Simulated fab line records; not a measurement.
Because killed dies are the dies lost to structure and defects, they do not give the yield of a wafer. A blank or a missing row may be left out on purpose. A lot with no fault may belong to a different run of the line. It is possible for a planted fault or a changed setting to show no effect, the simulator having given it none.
A struck lot beside a sound one	flow sfqLine	13 out of 325 route steps
Sound: the wafers L386.1, L386.3, L386.4. Struck: wafer L389.5. (L389.1 of the same lot was not struck and is left out.) The cause comes at the end.
At each step with rows: each side's tool, then ch and its chambers, then its first start. Under that, the readings that differ: sound wafers	struck wafers	difference of the means	sigmas: that difference in standard deviations of wafers without a fault.
alike: same words and numbers on both sides, and readings whose means sit less than 2 such deviations apart. not compared: any withheld reading, any reading some wafer has no value for, any bound like >300 that may hide the same value, and any number with overlapping values for which the record gives no deviation.
Wherever a step has rows on one side only, a row that says differs or no value, or a row with sigmas, the two part there. Numbers that have no deviation but don't overlap get no sigmas and don't part them. Lack of a reading on every wafer of one side parts them only where that side has two or more wafers.

SFQ_TRILAYER_JJ_TRILAYER_DEP_SPUTTER_112: material Nb, target thk 170 nm, time 113.3 s.
  struck on pvdSputter-05, day 53 03:34; sound on pvdSputter-04, day 52 05:58
  alike: chamberPressurePa, throttleValvePct
SFQ_JJ_RS_MEAS_929: the measuring method here is four-point-probe.
  struck on filmMetro-01, day 53 03:38; sound on filmMetro-03, day 52 06:02
  alike: JJ_NB_RS
then, 6 steps without rows for these wafers: SFQ_TRILAYER_JJ_CE_LITHO_COAT_119 (resist thk 62 nm); SFQ_TRILAYER_JJ_CE_LITHO_COAT_114 (resist thk 600 nm); SFQ_TRILAYER_JJ_CE_LITHO_SOFTBAKE_118; SFQ_TRILAYER_JJ_CE_LITHO_EXPOSE_115 (exposes mask J5, target cd 700 nm); SFQ_TRILAYER_JJ_CE_LITHO_PEB_117 (peb time 60 s); SFQ_TRILAYER_JJ_CE_LITHO_DEVELOP_116 (time 60 s).
-- the record jumps here: 3 days lie between the struck wafers' starts before and after --
SFQ_JJ_OVL_MEAS_931:
  struck on overlay-01, day 56 10:50; sound on overlay-01, day 56 07:14
  alike: J5_OVL
SFQ_TRILAYER_JJ_CE_METRO_MEASURE_117:
  struck on cdSem-01, day 56 10:52; sound on cdSem-02, day 56 07:16
  alike: cdNm
SFQ_TRILAYER_JJ_CE_BARC_OPEN_RIE_150: chemistry O2, target BARC, target depth 240 nm, time 80 s.
  sound on rieMetal-01 ch 0,1, day 56 08:28; struck on rieMetal-02 ch 0, day 56 12:04
  alike: drypumpMotorCurrentA, oesProductAu
  not compared: rfHoursCounterH
SFQ_TRILAYER_JJ_CE_ETCH_RIE_118: chemistry SF6, target Nb, stops on Al2O3, time 97.7 s, target depth 170 nm.
  sound on rieMetal-01 ch 0,1, day 56 08:34; struck on rieMetal-02 ch 0, day 56 12:10
reading	sound	struck	difference	sigmas
oesProductAu (a.u.)	0.981 0.985 0.979	0.947	-0.035	-4
overEtchFrac	0.15 0.15 0.15	0.26203	+0.11203	
model.KrF_of_TRILAYER_JJ_CE_LITHO_COAT_114.thkNm (nm)	477.1 476.6 476.6	468.9	-7.9	
  alike: drypumpMotorCurrentA
  not compared: rfHoursCounterH
then, 1 step without rows for these wafers: SFQ_TRILAYER_JJ_ANODIZE_ANODIZE_119.

== WHERE THEY PART ==
Within this record, at SFQ_TRILAYER_JJ_CE_ETCH_RIE_118 only.

WHY: what the simulator had put in
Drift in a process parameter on rieMetal-02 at SFQ_TRILAYER_JJ_CE_ETCH_RIE_118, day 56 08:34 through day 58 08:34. The setting overEtchFrac was moved by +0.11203, starting from 0.15. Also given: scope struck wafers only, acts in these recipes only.
